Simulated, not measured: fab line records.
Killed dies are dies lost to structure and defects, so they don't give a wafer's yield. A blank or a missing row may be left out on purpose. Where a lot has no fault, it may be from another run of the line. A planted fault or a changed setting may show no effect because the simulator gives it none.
Shared-tool check || flow gf180mcu || Sampled: 14 lots, 51 wafers

## THE REASON FOR OPENING IT
Of 14 lots, 3 have the reading MVSD_OVL flagged at GF_MVSD_OVL_MEAS_07. No-fault wafers: 1.5 nm, standard deviation 1.5.
Rule: a lot is flagged in two cases, either no wafer of it has a number, or all its wafers with numbers fall more than 4 standard deviations from that mean. As for the other lots, they are considered sound.

{"lot": "L543", "measured": "day 4 08:23", "on": "overlay-01", "MVSD_OVL (nm), wafer by wafer": "-1.9 0.7 0.8", "flag": ""}
{"lot": "L544", "measured": "day 4 14:29", "on": "overlay-01", "MVSD_OVL (nm), wafer by wafer": "-0.1 0.8 0.8", "flag": ""}
{"lot": "L545", "measured": "day 4 19:55", "on": "overlay-02", "MVSD_OVL (nm), wafer by wafer": "-0.4 -0.6 1.9", "flag": ""}
{"lot": "L546", "measured": "day 5 03:16", "on": "overlay-01", "MVSD_OVL (nm), wafer by wafer": "2.7 2.5 2.3", "flag": ""}
{"lot": "L551", "measured": "day 6 11:13", "on": "overlay-01", "MVSD_OVL (nm), wafer by wafer": "0.8 1.5 2.5", "flag": ""}
{"lot": "L553", "measured": "day 6 22:13", "on": "overlay-01", "MVSD_OVL (nm), wafer by wafer": "-130.4 -132.1 -129.3 -133.1 -134.5 -132.7", "flag": "FLAGGED"}
{"lot": "L555", "measured": "day 7 06:17", "on": "overlay-01", "MVSD_OVL (nm), wafer by wafer": "-128.5 -129.8 -129.1 -131.6 -133.0 -131.5", "flag": "FLAGGED"}
{"lot": "L557", "measured": "day 7 20:01", "on": "overlay-02", "MVSD_OVL (nm), wafer by wafer": "-132.0 -132.1 -132.6 -134.5 -134.5 -135.1", "flag": "FLAGGED"}
{"lot": "L558", "measured": "day 8 02:01", "on": "overlay-02", "MVSD_OVL (nm), wafer by wafer": "2.4 1.7 1.5", "flag": ""}
{"lot": "L561", "measured": "day 8 17:25", "on": "overlay-01", "MVSD_OVL (nm), wafer by wafer": "1.7 2.1 4.3", "flag": ""}
{"lot": "L562", "measured": "day 8 23:13", "on": "overlay-01", "MVSD_OVL (nm), wafer by wafer": "3.9 2.8 4.2", "flag": ""}
{"lot": "L563", "measured": "day 9 04:22", "on": "overlay-02", "MVSD_OVL (nm), wafer by wafer": "1.1 1.3 1.7", "flag": ""}
{"lot": "L564", "measured": "day 9 09:49", "on": "overlay-01", "MVSD_OVL (nm), wafer by wafer": "3.1 2.5 2.8", "flag": ""}
{"lot": "L565", "measured": "day 9 15:25", "on": "overlay-02", "MVSD_OVL (nm), wafer by wafer": "3.7 1.2 1.4", "flag": ""}
Average over the flagged lots: -132.0 nm; offset from the usual -133.5 nm, equal to -89 standard deviations.

## EACH LOT AND THE TOOL IT RAN ON
The record keeps 1 process step preceding the reading, out of 602 steps on the route. Read each cell as the tool, then ch plus the chambers that the sampled wafers visited, then the start.
{"lot": "L543", "flag": "", "GF_MVSD_EXPOSE_04": "iline_stepper-01 ch 0, day 4 02:07"}
{"lot": "L544", "flag": "", "GF_MVSD_EXPOSE_04": "iline_stepper-02 ch 0, day 4 07:35"}
{"lot": "L545", "flag": "", "GF_MVSD_EXPOSE_04": "iline_stepper-01 ch 0, day 4 12:48"}
{"lot": "L546", "flag": "", "GF_MVSD_EXPOSE_04": "iline_stepper-01 ch 0, day 4 20:55"}
{"lot": "L551", "flag": "", "GF_MVSD_EXPOSE_04": "iline_stepper-01 ch 0, day 6 04:00"}
{"lot": "L553", "flag": "FLAGGED", "GF_MVSD_EXPOSE_04": "iline_stepper-02 ch 0, day 6 14:48"}
{"lot": "L555", "flag": "FLAGGED", "GF_MVSD_EXPOSE_04": "iline_stepper-02 ch 0, day 6 23:01"}
{"lot": "L557", "flag": "FLAGGED", "GF_MVSD_EXPOSE_04": "iline_stepper-02 ch 0, day 7 12:38"}
{"lot": "L558", "flag": "", "GF_MVSD_EXPOSE_04": "iline_stepper-01 ch 0, day 7 18:12"}
{"lot": "L561", "flag": "", "GF_MVSD_EXPOSE_04": "iline_stepper-01 ch 0, day 8 09:38"}
{"lot": "L562", "flag": "", "GF_MVSD_EXPOSE_04": "iline_stepper-01 ch 0, day 8 14:55"}
{"lot": "L563", "flag": "", "GF_MVSD_EXPOSE_04": "iline_stepper-01 ch 0, day 8 21:04"}
{"lot": "L564", "flag": "", "GF_MVSD_EXPOSE_04": "iline_stepper-01 ch 0, day 9 02:10"}
{"lot": "L565", "flag": "", "GF_MVSD_EXPOSE_04": "iline_stepper-01 ch 0, day 9 06:40"}
What is done by these steps:
- GF_MVSD_EXPOSE_04: exposes mask MVSD, target cd 1000 nm.
- GF_MVSD_OVL_MEAS_07

## FLAGGED AGAINST TOTAL, ONE TOOL AT A TIME (gauges that did the reading follow at the end)
{"step": "GF_MVSD_EXPOSE_04", "tool": "iline_stepper-01", "lots run": 10, "flagged": 0, "share of the flagged lots": "none", "sound lots run after its first flagged lot": "-"}
{"step": "GF_MVSD_EXPOSE_04", "tool": "iline_stepper-02", "lots run": 4, "flagged": 3, "share of the flagged lots": "all", "sound lots run after its first flagged lot": 0}
{"step": "GF_MVSD_OVL_MEAS_07", "tool": "overlay-01", "lots run": 9, "flagged": 2, "share of the flagged lots": "some", "sound lots run after its first flagged lot": "3 (L561,L562,L564)"}
{"step": "GF_MVSD_OVL_MEAS_07", "tool": "overlay-02", "lots run": 5, "flagged": 1, "share of the flagged lots": "some", "sound lots run after its first flagged lot": "3 (L558,L563,L565)"}

## THE TABLE: WHAT IT ALLOWS
All flagged lots share 1 row of the table, namely iline_stepper-02 at GF_MVSD_EXPOSE_04.
- iline_stepper-02 at GF_MVSD_EXPOSE_04 ran 4 lots, 3 of them flagged. Its last sound lot is L544 (day 4 07:35), its first flagged lot L553 (day 6 14:48): a fault that began between those two fits.
Just one tool remains: iline_stepper-02 at GF_MVSD_EXPOSE_04.

## WHAT THE SIMULATOR HAD INSERTED
Scanner matching overlay: iline_stepper-02, from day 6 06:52 on, at GF_MVSD_EXPOSE_04. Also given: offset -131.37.
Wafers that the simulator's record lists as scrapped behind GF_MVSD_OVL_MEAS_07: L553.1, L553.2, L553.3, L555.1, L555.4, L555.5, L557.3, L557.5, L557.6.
Struck lots among those shown: L553, L555, L557. Same finding as the rule above.
